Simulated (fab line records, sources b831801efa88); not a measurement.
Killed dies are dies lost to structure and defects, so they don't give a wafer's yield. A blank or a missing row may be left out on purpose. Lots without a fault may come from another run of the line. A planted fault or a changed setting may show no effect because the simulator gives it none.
Split-lot experiment | flow sky130 | 5 lots, 23 wafers read, on a route of 708 steps

THE SPLIT
At SKY_SD_N_EXPOSE_04 (exposes mask NSDM, target cd 380 nm), the setting dose_mj was moved away from the recipe's 141 on 8 of the 23 wafers read, by -4.0% to +6.2%. The other wafers ran this setting at the recipe's value.

FROM THE SPLIT TO THE READING: what the file shows between them, 2 steps
- SKY_SD_N_PEB_05
- SKY_SD_N_DEVELOP_06: develop time 60 s

THE READING
cd_nm, in nm, at SKY_SD_N_CD_MEAS_07 (target cd 380 nm). Fault-free wafers of this fab line usually give 381 nm, standard deviation 3.1 nm.

wafer  | tool, chamber at the split | dose_mj as run | against the recipe | cd_nm, nm | against lot-mates on the recipe
L075.1 | iline_stepper-02, 0        | 141            | recipe             | 375       | -
L075.2 | iline_stepper-02, 0        | 141            | recipe             | 374       | -
L075.3 | iline_stepper-02, 0        | 141            | recipe             | 376       | -
L075.4 | iline_stepper-02, 0        | 141            | recipe             | 376       | -
L075.6 | iline_stepper-02, 0        | 141            | recipe             | 375       | -
L077.2 | iline_stepper-01, 0        | 141            | recipe             | 380       | -
L077.3 | iline_stepper-01, 0        | 141            | recipe             | 378       | -
L077.5 | iline_stepper-01, 0        | 141            | recipe             | 374       | -
L079.1 | iline_stepper-02, 0        | 149.2          | +5.8%              | 398       | +16
L079.2 | iline_stepper-02, 0        | 141            | recipe             | 381       | -
L079.4 | iline_stepper-02, 0        | 141            | recipe             | 382       | -
L079.5 | iline_stepper-02, 0        | 149.2          | +5.8%              | 398       | +16
L079.6 | iline_stepper-02, 0        | 149.2          | +5.8%              | 399       | +18
L081.1 | iline_stepper-01, 0        | 135.3          | -4.0%              | 371       | -12
L081.2 | iline_stepper-01, 0        | 141            | recipe             | 382       | -
L081.3 | iline_stepper-01, 0        | 141            | recipe             | 383       | -
L081.4 | iline_stepper-01, 0        | 135.3          | -4.0%              | 369       | -14
L081.6 | iline_stepper-01, 0        | 135.3          | -4.0%              | 371       | -12
L085.1 | iline_stepper-01, 0        | 141            | recipe             | 380       | -
L085.2 | iline_stepper-01, 0        | 141            | recipe             | 380       | -
L085.4 | iline_stepper-01, 0        | 149.7          | +6.2%              | 400       | +19
L085.5 | iline_stepper-01, 0        | 141            | recipe             | 382       | -
L085.6 | iline_stepper-01, 0        | 149.7          | +6.2%              | 400       | +19

THE FIT
A straight line over all 23 wafers: cd_nm changes by +3.05 nm for each +1% of dose_mj; r = +0.95; the points scatter about the line by 3.1 nm.
The same after taking each lot's own level away (the mean of its wafers on the recipe; 23 wafers): +3 nm for each +1%; r = +0.99; scatter 1.2 nm.
On that fit, the largest move of dose_mj shifts the reading by 19 nm.
The lots' own levels span 375.2 to 382.5 nm, that is 2.4 times the standard deviation above.
So the lot-to-lot level changes the slope little: the two slopes agree.
Check: with one of the wafers moved furthest among these (+6.2%) left out of the fit, the line predicts +18.3 nm for it against its lot-mates. It came out at +19.3 nm against them.

OTHER SPLITS ON THESE WAFERS
These wafers also went through other splits before the reading. Each is held against what the fit with the lots' levels taken away leaves over:
other split on the same wafers     | wafers away from the commonest value | r with cd_nm (lot level and that fit taken away)
SKY_LDD_HVP_COAT_02 spin_rpm       | 4                                    | +0.01
SKY_LDD_HVP_IMPLANT_08 dose_cm2    | 11                                   | +0.14
SKY_LDD_LDN_IMPLANT_09 energy_kev  | 10                                   | -0.13
SKY_POLY_CUT_COAT_03 spin_rpm      | 8                                    | -0.04
SKY_POLY_CUT_ETCH_10 ion_energy_ev | 11                                   | -0.42
SKY_SD_P_COAT_02 resist_thk_nm     | 5                                    | +0.15
SKY_RES_XHIGH_SOFTBAKE_03 temp_c   | 10                                   | -0.04
SKY_SD_N_SOFTBAKE_03 temp_c        | 6                                    | +0.40

THE FILE'S OWN FIT
cd_nm changes by +2.97 nm for each +1% of dose_mj, r = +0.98.
